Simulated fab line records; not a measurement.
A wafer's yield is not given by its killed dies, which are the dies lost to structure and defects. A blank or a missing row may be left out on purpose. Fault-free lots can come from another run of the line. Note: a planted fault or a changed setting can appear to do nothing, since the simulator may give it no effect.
A struck lot beside a sound one / flow sky130 / 25 steps out of a route of 708
Sound: wafers L838.1, L838.5, L838.6. Struck: wafers L844.1, L844.2, L844.3. The cause is named last.
Each step with rows lists, per side, the tool, then ch with its chambers, then its first start. Under that, the readings that differ: sound wafers / struck wafers / difference of the means / sigmas: that difference in standard deviations of wafers without a fault.
alike: a reading whose means differ by less than 2 such deviations, as well as words and numbers matching on both sides. not compared: withheld readings; readings where some wafer has no value; bounds like >300 that might hide an equal value; numbers whose values overlap and for which the record gives no deviation.
The two part at a step that has a row with sigmas, a row that says differs or no value, or rows on one side only. When numbers do not overlap yet have no deviation, they are printed without sigmas and do not part them. Lack of a reading on every wafer of one side parts them only where that side has two or more wafers.

first, 4 steps without rows for these wafers: SKY_LDD_LDN_IMPLANT_08; SKY_LDD_LDN_IMPLANT_09; SKY_LDD_LDN_IMPLANT_10; SKY_LDD_LDN_IMPLANT_11.
SKY_LDD_LDN_STRIP_12: strips in O2/N2.
  sound on plasma_asher-03 ch 0,1, day 26 11:08; struck on plasma_asher-01 ch 0,1, day 28 07:38
reading=drypump_motor_current_A (A); sound=5.9 6.2 5.9; struck=5.3 5.4 5.4; difference=-0.6; sigmas=-2
  alike: n2_flow_sccm, oes_product_au, strip_time_to_endpoint_s
  not compared: rf_hours_counter_h
SKY_LDD_LDN_TW_MEAS_13:
  sound on film_metro-04 at day 26 11:14; struck on film_metro-02 at day 28 07:44
  alike: LDD_LDN_TW
then, 2 steps without rows for these wafers: SKY_LDD_LDN_CLEAN_14 (cleans in SC1/SC2, time 150 s); SKY_SPACER_CVD_00 (deposits Si3N4 from DCS/NH3, target thk 43.1 nm, time 740 s).
SKY_SPACER_THK_MEAS_01:
  sound on film_metro-02 at day 26 14:04; struck on film_metro-01 at day 28 09:57
  alike: SPACER_CVD_00_THK
SKY_SPACER_ETCHBACK_02: etches Si3N4 in CH3F/O2, stops on SiO2, time 46.7 s, target depth 45 nm.
  sound on rie_diel-04 ch 1,2,3, day 26 14:07; struck on rie_diel-02 ch 0,1, day 28 10:01
  alike: drypump_motor_current_A, oes_product_au, throttle_valve_pct
  not compared: rf_hours_counter_h
then, 2 steps without rows for these wafers: SKY_POLY_CUT_DEHYDRATE_00 (time 60 s); SKY_POLY_CUT_HMDS_01 (prime time 60 s).
SKY_POLY_CUT_COAT_02: resist thk 60 nm.
  sound on litho_track-02 ch 0, day 27 04:37; struck on litho_track-02 ch 0, day 28 23:31
then, 5 steps without rows for these wafers: SKY_POLY_CUT_COAT_03 (resist thk 450 nm); SKY_POLY_CUT_SOFTBAKE_04 (time 90 s); SKY_POLY_CUT_EXPOSE_05 (exposes mask NPCM, target cd 270 nm); SKY_POLY_CUT_PEB_06; SKY_POLY_CUT_DEVELOP_07 (develop time 60 s).
SKY_POLY_CUT_CD_MEAS_08: the cd target is 270 nm.
  sound on cd_sem-01 at day 27 18:40; struck on cd_sem-02 at day 29 14:51
  alike: cd_nm
SKY_POLY_CUT_OVL_MEAS_09:
  sound on overlay-01 at day 27 18:47; struck on overlay-01 at day 29 14:58
  alike: POLY_CUT_OVL
SKY_POLY_CUT_ETCH_10: etches BARC in N2/H2, stops on SiO2, time 45.9 s, target depth 60 nm.
  sound on rie_diel-03 ch 0,2,3, day 27 18:50; struck on rie_diel-03 ch 0,1,2, day 29 15:01
reading=oes_product_au (a.u.); sound=0.860 0.857 0.855; struck=0.894 0.901 0.901; difference=+0.041; sigmas=+8
reading=model.etch.depth_nm (nm); sound=60.1 59.96 60; struck=65.67 65.82 65.77; difference=+5.73; sigmas=
  alike: drypump_motor_current_A, n2_flow_sccm, throttle_valve_pct
  not compared: rf_hours_counter_h
SKY_POLY_CUT_ETCH_11: etches Si3N4 in CF4/CH2F2/Ar, stops on poly-Si, time 42.5 s, target depth 60 nm.
  sound on rie_diel-03 ch 0,2,3, day 27 18:52; struck on rie_diel-03 ch 0,1,2, day 29 15:03
  alike: ch2f2_flow_sccm, drypump_motor_current_A, oes_product_au, throttle_valve_pct
  not compared: rf_hours_counter_h
SKY_POLY_CUT_STRIP_12: strips in O2/N2.
  sound on plasma_asher-02 ch 0,1, day 27 18:55; struck on plasma_asher-02 ch 0,1, day 29 15:05
reading=strip_time_to_endpoint_s (s); sound=5.350 5.365 5.367; struck=5.447 5.418 5.414; difference=+0.066; sigmas=+4
  alike: drypump_motor_current_A, n2_flow_sccm, oes_product_au
  not compared: rf_hours_counter_h
then, 1 step without rows for these wafers: SKY_SD_P_DEHYDRATE_00 (time 60 s).
-- record jumps: 20 days separate the struck wafers' starts on either side; left off in module SD_P, taken up again in module PAD_OPEN, whose first shown step is the route's number 708 --
SKY_PAD_OPEN_PROBE_99:
  record: rows for the struck wafers here (prober-01, day 49 10:17), none for the sound ones

== WHERE THEY PART ==
Last at SKY_PAD_OPEN_PROBE_99 as far as this record goes, first at SKY_LDD_LDN_STRIP_12.

WHY: the cause the simulator had injected
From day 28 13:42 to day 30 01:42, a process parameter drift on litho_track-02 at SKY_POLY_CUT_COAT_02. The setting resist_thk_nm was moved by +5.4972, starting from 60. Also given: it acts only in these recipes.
